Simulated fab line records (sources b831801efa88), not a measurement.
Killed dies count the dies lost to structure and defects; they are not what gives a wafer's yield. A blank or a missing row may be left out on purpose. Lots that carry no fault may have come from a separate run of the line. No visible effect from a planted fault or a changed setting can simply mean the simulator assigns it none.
fab line records    flow sky130
record lots=15  wafers=45  last_day=50
route steps=708 shown NWELL@79 VT_ADJUST_HVTP@96 VT_ADJUST_LVTN@103 LDD_P@262
lots with no fault: from the same line, run without faults
start_h: hours from the record's first day to the start of the lot's first wafer shown    wait_h: hours elapsed since this lot's preceding step    " same as the row above    L1.1+2: several wafers, shown together as one row    - no value present, or no start provided    * or withheld: withheld    < > ~ a bound
route shown NAME@n: names a module that has steps shown in the file, with the first one's number in the route    usual: mean/standard deviation of fault-free wafers    same: alike in all rows    chamber/n: place in a boat    sites: each site's reading    _std_site: standard deviation across them    _edge_site: the outer-site mean with the inner-site mean subtracted    radius_mm: for every site, how far away it sits from the centre of the wafer    mask NAME#n: copy n    behind: tool/chamber where the wafer was last shaped    hold: cause of the lot's hold/its duration in hours/its outcome    device: the transistor (n, p or np) that didn't switch    end of line: tests run on the same wafers once the route is complete    where a step has no rows: the recipe by itself    killed: dies that structure and defects cost at the first sort, which is not the same as the wafer's yield    map: dies across one wafer; x = killed, . = not, _ = none there
set.NAME: the setting that was run; set.NAME@STEP: the one run at that earlier step    model.NAME: the simulator's own value behind a step, which no gauge read
one table for each step of the route and one row for each wafer, over a sample of lots
## steps
# step SKY_NWELL_TW_MEAS_26
# usual NWELL_2_TW=494/3.3
lot.wafer  tool           chamber  start_h  wait_h  NWELL_2_TW
L304.1     film_metro-04  -        118.31   0.1     491
L304.3     "              -        "        "       495
L304.4     "              -        "        "       495
L306.2     film_metro-02  -        130.48   0.1     492
L306.4     "              -        "        "       492
L306.5     "              -        "        "       492
L307.1     film_metro-02  -        137.43   0.1     491
L307.3     "              -        "        "       489
L307.6     "              -        "        "       494
L308.3     film_metro-01  -        145.45   0.1     493
L308.4     "              -        "        "       493
L308.5     "              -        "        "       494
L309.1     film_metro-04  -        154.11   0.1     497
L309.4     "              -        "        "       494
L309.6     "              -        "        "       491
L310.2     film_metro-02  -        154.53   0.1     492
L310.3     "              -        "        "       493
L310.4     "              -        "        "       491
L313.1     film_metro-04  -        170.61   0.1     495
L313.2     "              -        "        "       496
L313.3     "              -        "        "       494
L316.2     film_metro-01  -        206.72   0.1     494
L316.5     "              -        "        "       495
L316.6     "              -        "        "       495
L315.3     film_metro-02  -        207.08   0.1     495
L315.4     "              -        "        "       493
L315.6     "              -        "        "       495
L317.1     film_metro-02  -        220.98   0.1     489
L317.2     "              -        "        "       492
L317.3     "              -        "        "       492
L318.1     film_metro-04  -        221.63   0.1     493
L318.5     "              -        "        "       487
L318.6     "              -        "        "       494
L320.1     film_metro-04  -        231.86   0.1     489
L320.5     "              -        "        "       490
L320.6     "              -        "        "       488
L322.1     film_metro-01  -        242.36   0.1     499
L322.3     "              -        "        "       498
L322.4     "              -        "        "       499
L324.1     film_metro-02  -        259.28   0.1     493
L324.3     "              -        "        "       492
L324.6     "              -        "        "       491
L323.3     film_metro-04  -        259.99   0.1     491
L323.4     "              -        "        "       494
L323.5     "              -        "        "       492
# step SKY_VT_ADJUST_HVTP_TW_MEAS_11
# usual VT_ADJUST_HVTP_TW=1351/9.9
lot.wafer  tool           chamber  start_h  wait_h  VT_ADJUST_HVTP_TW
L304.1     film_metro-03  -        136.25   0.1     1349
L304.3     "              -        "        "       1341
L304.4     "              -        "        "       1348
L306.2     film_metro-02  -        148.60   0.1     1341
L306.4     "              -        "        "       1336
L306.5     "              -        "        "       1346
L307.1     film_metro-02  -        156.44   0.1     1333
L307.3     "              -        "        "       1337
L307.6     "              -        "        "       1332
L308.3     film_metro-01  -        164.77   0.1     1354
L308.4     "              -        "        "       1343
L308.5     "              -        "        "       1353
L309.1     film_metro-03  -        173.39   0.1     1356
L309.4     "              -        "        "       1343
L309.6     "              -        "        "       1339
L310.2     film_metro-02  -        173.69   0.1     1339
L310.3     "              -        "        "       1339
L310.4     "              -        "        "       1340
L313.1     film_metro-02  -        191.81   0.1     1338
L313.2     "              -        "        "       1339
L313.3     "              -        "        "       1340
L316.2     film_metro-03  -        228.84   0.1     1356
L316.5     "              -        "        "       1344
L316.6     "              -        "        "       1346
L315.3     film_metro-03  -        230.27   0.1     1354
L315.4     "              -        "        "       1354
L315.6     "              -        "        "       1339
L317.1     film_metro-03  -        245.20   0.1     1341
L317.2     "              -        "        "       1355
L317.3     "              -        "        "       1345
L318.1     film_metro-01  -        245.99   0.1     1360
L318.5     "              -        "        "       1365
L318.6     "              -        "        "       1372
L320.1     film_metro-02  -        256.04   0.1     1339
L320.5     "              -        "        "       1336
L320.6     "              -        "        "       1341
L322.1     film_metro-01  -        266.48   0.1     1362
L322.3     "              -        "        "       1357
L322.4     "              -        "        "       1372
L324.1     film_metro-01  -        285.22   0.1     1369
L324.3     "              -        "        "       1364
L324.6     "              -        "        "       1357
L323.3     film_metro-01  -        285.64   0.1     1365
L323.4     "              -        "        "       1359
L323.5     "              -        "        "       1358
# step SKY_VT_ADJUST_LVTN_DEVELOP_06
# recipe wall_angle_deg=90  developer=TMAH  develop_time_s=60  dev_temp_c=23
# usual chill_plate_temp_C=23.02/0.11  develop_time_s=60/0
lot.wafer  tool            chamber  start_h  wait_h  chill_plate_temp_C  develop_time_s
L304.1     litho_track-03  0        154      -       22.92               60
L304.3     "               0        "        "       23.07               60
L304.4     "               0        "        "       22.94               60
L306.2     litho_track-03  0        166      -       23.03               60
L306.4     "               0        "        "       23.22               60
L306.5     "               0        "        "       23.20               60
L307.1     litho_track-01  0        174      -       23.00               60
L307.3     "               0        "        "       22.97               60
L307.6     "               0        "        "       22.98               60
L308.3     litho_track-04  0        183      -       23.14               60
L308.4     "               0        "        "       23.01               60
L308.5     "               0        "        "       23.17               60
L309.1     litho_track-01  0        193      -       22.79               60
L309.4     "               0        "        "       22.97               60
L309.6     "               0        "        "       22.99               60
L310.2     litho_track-03  0        194      -       22.90               60
L310.3     "               0        "        "       23.01               60
L310.4     "               0        "        "       22.93               60
L313.1     litho_track-01  0        211      -       22.97               60
L313.2     "               0        "        "       23.06               60
L313.3     "               0        "        "       22.90               60
L316.2     litho_track-04  -        251      -       -                   -
L316.5     "               -        "        "       -                   -
L316.6     "               -        "        "       -                   -
L315.3     litho_track-01  -        252      -       -                   -
L315.4     "               -        "        "       -                   -
L315.6     "               -        "        "       -                   -
L317.1     litho_track-03  -        268      -       -                   -
L317.2     "               -        "        "       -                   -
L317.3     "               -        "        "       -                   -
L318.1     litho_track-01  0        268      -       23.07               60
L318.5     "               0        "        "       23.09               60
L318.6     "               0        "        "       23.06               60
L320.1     litho_track-03  0        280      -       23.05               60
L320.5     "               0        "        "       23.27               60
L320.6     "               0        "        "       23.15               60
L322.1     litho_track-01  0        291      -       22.97               60
L322.3     "               0        "        "       22.99               60
L322.4     "               0        "        "       22.93               60
L324.1     litho_track-03  0        310      -       23.05               60
L324.3     "               0        "        "       23.07               60
L324.6     "               0        "        "       23.02               60
L323.3     litho_track-03  0        312      -       23.02               60
L323.4     "               0        "        "       22.94               60
L323.5     "               0        "        "       22.99               60
# step SKY_LDD_P_CD_MEAS_07
# recipe target_cd_nm=380
# usual cd_nm=380.8/2.4
lot.wafer  tool       chamber  start_h  wait_h  cd_nm
L304.1     cd_sem-01  -        441.22   0.1     378.1
L304.3     "          -        "        "       376.3
L304.4     "          -        "        "       378.2
L306.2     cd_sem-02  -        464.91   0.1     379.9
L306.4     "          -        "        "       377.2
L306.5     "          -        "        "       379.6
L307.1     cd_sem-01  -        476.68   0.1     380.7
L307.3     "          -        "        "       382.7
L307.6     "          -        "        "       382.6
L308.3     cd_sem-02  -        493.51   0.1     382.8
L308.4     "          -        "        "       382.1
L308.5     "          -        "        "       384.2
L309.1     cd_sem-02  -        503.98   0.1     379.3
L309.4     "          -        "        "       379.8
L309.6     "          -        "        "       382.9
L310.2     cd_sem-01  -        509.24   0.1     376.6
L310.3     "          -        "        "       378.5
L310.4     "          -        "        "       375.1
L313.1     cd_sem-01  -        533.38   0.1     380.9
L313.2     "          -        "        "       382.0
L313.3     "          -        "        "       380.2
L316.2     cd_sem-02  -        590.04   0.1     381.4
L316.5     "          -        "        "       382.9
L316.6     "          -        "        "       383.9
L315.3     cd_sem-02  -        590.36   0.1     380.1
L315.4     "          -        "        "       382.0
L315.6     "          -        "        "       379.1
L317.1     cd_sem-02  -        606.79   0.1     382.2
L317.2     "          -        "        "       382.6
L317.3     "          -        "        "       382.7
L318.1     cd_sem-02  -        608.04   0.1     383.5
L318.5     "          -        "        "       382.8
L318.6     "          -        "        "       383.6
L320.1     cd_sem-02  -        621.79   0.1     376.8
L320.5     "          -        "        "       376.8
L320.6     "          -        "        "       376.0
L322.1     cd_sem-01  -        642.05   0.2     380.6
L322.3     "          -        "        "       378.2
L322.4     "          -        "        "       380.7
L324.1     cd_sem-01  -        645.39   0.2     385.6
L324.3     "          -        "        "       384.6
L324.6     "          -        "        "       384.1
L323.3     cd_sem-01  -        650.28   0.1     381.8
L323.4     "          -        "        "       380.5
L323.5     "          -        "        "       380.5
## key
first_sign step=SKY_VT_ADJUST_LVTN_DEVELOP_06  reading=tool_record  direction=missing
effect none on later readings
met_at SKY_VT_ADJUST_LVTN_DEVELOP_06
struck_lots L315,L316,L317
sort_left_out L315.3,L315.4,L315.6,L316.2,L316.5,L316.6,L317.1,L317.2,L317.3
tester_left_out L315,L316,L317
not_acting_at SKY_NWELL_TW_MEAS_26,SKY_VT_ADJUST_HVTP_TW_MEAS_11,SKY_LDD_P_CD_MEAS_07
onset_between 211 251
fault kind=skipped_step_whole  tool=litho_track-01,litho_track-03,litho_track-04  chamber=-  onset_h=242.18  steps=SKY_VT_ADJUST_LVTN_DEVELOP_06  scope=struck_lots_only
# tester_left_out: of these lots the tester's yield and bins aren't shown, on N5 and GAA mostly nor the transistor test; their killed dies are dies lost to structure and defects alone, not to doping, threshold or leakage, so they don't give the yield
# sort_left_out: the simulated sort isn't trusted on such a fault, so these wafers' sort isn't shown, and their yield isn't known
